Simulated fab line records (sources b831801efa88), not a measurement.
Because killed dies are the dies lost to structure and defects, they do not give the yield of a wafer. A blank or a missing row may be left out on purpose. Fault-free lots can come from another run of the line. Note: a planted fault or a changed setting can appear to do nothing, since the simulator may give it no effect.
Comparing a struck lot with a sound one || flow sky130 || 18 out of 708 route steps
Sound: wafers L756.2, L756.4, L756.6. Struck: wafer L773.3 (left out: L773.2, L773.5 of the same lot, which were not struck); the cause appears at the end.
Per side, at each step with rows, come the tool, then ch with its chambers, and then its first start. Under that, the readings that differ: sound wafers || struck wafers || difference of the means || sigmas: that difference in standard deviations of wafers without a fault.
alike: a reading whose means differ by less than 2 such deviations, as well as words and numbers matching on both sides. not compared: withheld readings; readings where some wafer has no value; bounds like >300 that might hide an equal value; numbers whose values overlap and for which the record gives no deviation.
The two part at a step that has a row with sigmas, a row that says differs or no value, or rows on one side only. Numbers that have no deviation but don't overlap get no sigmas and don't part them. Lack of a reading on every wafer of one side parts them only where that side has two or more wafers.

first, 3 steps without rows for these wafers: SKY_VIA1_EXPOSE_09 (exposes mask VIM, target cd 150 nm); SKY_VIA1_PEB_10; SKY_VIA1_DEVELOP_11 (develop time 60 s).
SKY_VIA1_CD_MEAS_12 targets a cd of 150 nm.
  struck on cd_sem-01, day 40 22:29; sound on cd_sem-01, day 36 02:35
  alike: cd_nm
SKY_VIA1_OVL_MEAS_13:
  struck on overlay-02, day 40 22:35; sound on overlay-02, day 36 02:41
  alike: VIA1_OVL
SKY_VIA1_ETCH_14: etches BARC in N2/H2, stops on SiO2, time 45.9 s, target depth 60 nm.
  sound on rie_diel-04 ch 0,2,3, day 36 02:43; struck on rie_diel-04 ch 3, day 40 22:37
  alike: drypump_motor_current_A, n2_flow_sccm, oes_product_au, throttle_valve_pct
  not compared: rf_hours_counter_h
SKY_VIA1_ETCH_15: etches SiO2 in C4F8/O2/Ar, stops on TiN, target depth 351 nm, time 54 s.
  sound on rie_diel-04 ch 0,2,3, day 36 02:46; struck on rie_diel-04 ch 3, day 40 22:40
  alike: oes_product_au
  not compared: rf_hours_counter_h
SKY_VIA1_STRIP_16: strips in O2/N2.
  sound on plasma_asher-03 ch 0,1, day 36 02:49; struck on plasma_asher-04 ch 1, day 40 22:43
{"reading": "strip_time_to_endpoint_s (s)", "sound": "4.510 4.488 4.487", "struck": 4.443, "difference": -0.052, "sigmas": -2}
  alike: drypump_motor_current_A, n2_flow_sccm, oes_product_au
  not compared: rf_hours_counter_h
then, 3 steps without rows for these wafers: SKY_VIA1_STRIP_17 (strips in post etch residue remover, time 1200 s); SKY_VIA1_CLEAN_18 (cleans in IPA, time 180 s); SKY_VIA1_CLEAN_19 (cleans in O3/DIW).
SKY_VIA1_SPUTTER_20: material TiN, target thk 20 nm, time 80 s.
  struck on pvd_sputter-01, day 40 23:19; sound on pvd_sputter-02, day 36 03:29
  alike: throttle_valve_pct
SKY_VIA1_CVD_21: deposits W, target thk 270 nm, time 80.902 s.
  sound on cvd_w-01 ch 0, day 36 03:32; struck on cvd_w-01 ch 0, day 40 23:22
{"reading": "model.W_of_VIA1_CVD_21.thk_nm (nm)", "sound": "272.4 270.5 272.9", "struck": 174.5, "difference": -97.4, "sigmas": ""}
  alike: heater_power_w, susceptor_temp_C
  not compared: since_wet_clean_h
SKY_VIA1_RS_MEAS_22: the measuring method here is four-point-probe.
  struck on film_metro-04, day 40 23:29; sound on film_metro-03, day 36 03:39
{"reading": "VIA1_W_RS (ohm/sq)", "sound": "0.423 0.426 0.422", "struck": 0.666, "difference": "+0.242", "sigmas": "+53"}
SKY_VIA1_THK_MEAS_23: measures by xrf.
  struck on film_metro-04, day 40 23:35; sound on film_metro-03, day 36 03:46
{"reading": "VIA1_W_THK (nm)", "sound": "275 270 274", "struck": 174, "difference": -99, "sigmas": -29}
SKY_VIA1_CMP_24: polishes, stops on SiO2, t overpolish 15 s, target thk 0 nm.
  sound on cmp-01 ch 1,3, day 36 03:52; struck on cmp-01 ch 3, day 40 23:44
{"reading": "time_to_endpoint_s (s)", "sound": "62.1 69.1 66.3", "struck": 42.5, "difference": -23.3, "sigmas": -9}
  alike: motor_current_A, platen_rpm
SKY_METAL2_SPUTTER_00: material Ti, target thk 15 nm, time 10 s.
  struck on pvd_sputter-03, day 40 23:56; sound on pvd_sputter-01, day 36 04:07
  alike: throttle_valve_pct
following that, these wafers have no rows for 1 step: SKY_PAD_OPEN_PROBE_99.

## WHERE THEY PART
At SKY_VIA1_STRIP_16 first; at SKY_VIA1_CMP_24 last (within this record only). Later steps at which nothing parts them and some readings are alike: SKY_METAL2_SPUTTER_00.

WHY: what the simulator had put in
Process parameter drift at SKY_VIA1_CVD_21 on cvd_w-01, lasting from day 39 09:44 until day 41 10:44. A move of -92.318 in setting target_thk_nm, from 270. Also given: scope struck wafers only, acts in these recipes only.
